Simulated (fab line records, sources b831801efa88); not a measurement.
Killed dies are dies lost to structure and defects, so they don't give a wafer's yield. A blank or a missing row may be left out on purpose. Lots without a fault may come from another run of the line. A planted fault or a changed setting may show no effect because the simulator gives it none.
Which tool did it? | flow sky130 | 12 lots, 36 wafers sampled, at 3 steps of a route of 708

WHAT THE GAUGES READ, wafer by wafer
SKY_VIA3_OVL_MEAS_13. Usual: VIA3_OVL 1 nm, standard deviation 5.3.
lot  | measured     | on         | VIA3_OVL (nm) | flag
L458 | day 40 10:07 | overlay-02 | 2 -3 7        |
L459 | day 41 09:40 | overlay-01 | 3 6 9         |
L463 | day 42 05:04 | overlay-01 | 0 9 11        |
L462 | day 42 08:05 | overlay-01 | -2 -6 -4      |
L464 | day 42 22:29 | overlay-01 | 0 4 -1        |
L466 | day 43 00:37 | overlay-02 | -4 0 -2       |
L465 | day 43 02:58 | overlay-02 | -3 -3 1       |
L467 | day 43 05:38 | overlay-02 | -3 -2 0       |
L475 | day 45 04:43 | overlay-01 | -2 0 -1       |
L476 | day 45 11:13 | overlay-01 | 3 0 6         |
L478 | day 45 23:55 | overlay-02 | 5 0 2         |
L479 | day 46 00:28 | overlay-01 | -10 -1 -10    |

WHICH TOOL RAN EACH LOT (tool, then ch and the chambers of the sampled wafers, then the start)
lot  | SKY_METAL1_SPUTTER_00        | SKY_METAL3_STRIP_19
L458 | pvd_sputter-03, day 32 11:49 | plasma_asher-04 ch 0,1, day 39 07:38
L459 | pvd_sputter-01, day 33 12:24 | plasma_asher-04 ch 0,1, day 40 07:52
L463 | pvd_sputter-01, day 34 14:08 | plasma_asher-03 ch 0,1, day 41 04:52
L462 | pvd_sputter-02, day 34 15:05 | plasma_asher-01 ch 0,1, day 41 07:28
L464 | pvd_sputter-01, day 35 06:11 | plasma_asher-03 ch 0,1, day 41 22:32
L466 | pvd_sputter-03, day 35 09:38 | plasma_asher-01 ch 0,1, day 42 00:19
L465 | pvd_sputter-03, day 35 12:47 | plasma_asher-01 ch 0,1, day 42 02:37
L467 | pvd_sputter-03, day 35 16:37 | plasma_asher-01 ch 0,1, day 42 05:36
L475 | pvd_sputter-02, day 38 00:14 | plasma_asher-03 ch 0,1, day 44 06:14
L476 | pvd_sputter-02, day 38 06:34 | plasma_asher-01 ch 0,1, day 44 12:14
L478 | pvd_sputter-03, day 38 20:19 | plasma_asher-03 ch 0,1, day 45 01:34
L479 | pvd_sputter-03, day 38 22:16 | plasma_asher-04 ch 0,1, day 45 01:55
- SKY_METAL1_SPUTTER_00: material Ti, target thk 15 nm, time 10 s.
- SKY_METAL3_STRIP_19: strips in O2/N2.

WHAT THE TOOLS THEMSELVES READ (means of the sampled wafers that have a number; where no wafer has one, the mark that the record gives instead)
SKY_METAL1_SPUTTER_00. Usual: chamber_pressure_pa 0.4000 Pa, standard deviation 0.00079; throttle_valve_pct 30.4 %, standard deviation 0.66.
lot  | tool           | chamber_pressure_pa (Pa) | throttle_valve_pct (%) | flag
L458 | pvd_sputter-03 | 0.4003                   | 30.8                   |
L459 | pvd_sputter-01 | 0.4002                   | 30.4                   |
L463 | pvd_sputter-01 | 0.4003                   | 30.3                   |
L462 | pvd_sputter-02 | 0.3997                   | 30.0                   |
L464 | pvd_sputter-01 | 0.3995                   | 30.5                   |
L466 | pvd_sputter-03 | 0.3998                   | 30.5                   |
L465 | pvd_sputter-03 | 0.3993                   | 30.7                   |
L467 | pvd_sputter-03 | 0.4001                   | 30.7                   |
L475 | pvd_sputter-02 | 0.3990                   | 29.8                   |
L476 | pvd_sputter-02 | 0.4005                   | 30.3                   |
L478 | pvd_sputter-03 | 0.3992                   | 30.8                   |
L479 | pvd_sputter-03 | 0.3998                   | 30.7                   |

SKY_METAL3_STRIP_19. Usual: drypump_motor_current_A 5.79 A, standard deviation 0.15; oes_product_au 0.502 a.u., standard deviation 0.0053; strip_time_to_endpoint_s 6.53 s, standard deviation 0.067.
lot  | tool            | drypump_motor_current_A (A) | oes_product_au (a.u.) | strip_time_to_endpoint_s (s) | flag
L458 | plasma_asher-04 | 5.73                        | 0.497                 | 6.50                         |
L459 | plasma_asher-04 | 5.78                        | 0.505                 | 6.58                         |
L463 | plasma_asher-03 | 5.89                        | 0.503                 | 6.58                         |
L462 | plasma_asher-01 | 5.79                        | 0.502                 | 6.53                         |
L464 | plasma_asher-03 | 5.88                        | 0.506                 | 6.56                         |
L466 | plasma_asher-01 | 5.81                        | 0.499                 | 6.49                         |
L465 | plasma_asher-01 | 5.80                        | 0.499                 | 6.53                         |
L467 | plasma_asher-01 | 5.80                        | 0.500                 | 6.46                         |
L475 | plasma_asher-03 | 5.88                        | 0.506                 | 6.57                         |
L476 | plasma_asher-01 | 5.79                        | 0.501                 | 6.54                         |
L478 | plasma_asher-03 | 5.88                        | 0.510                 | 6.61                         |
L479 | plasma_asher-04 | 5.75                        | 0.502                 | 6.50                         |

THE ANSWER, worked out from the rows above alone
Rule: a lot is off if the mean of its wafers that have a number lies more than 3 standard deviations from the usual mean. A lot without any number at a reading at which 4 lots or more have one is off too. The other lots that the step has rows for count as sound. The gauges are gone through in route order, then the tools' own readings, and for those a lot's mean is taken as printed above. The first step at which some lot is off is used, and at that step the reading that is off furthest; a lot without a number counts as furthest.
No lot is off at any reading shown: from this, nothing can be told.

WHAT THE SIMULATOR HAD PUT IN
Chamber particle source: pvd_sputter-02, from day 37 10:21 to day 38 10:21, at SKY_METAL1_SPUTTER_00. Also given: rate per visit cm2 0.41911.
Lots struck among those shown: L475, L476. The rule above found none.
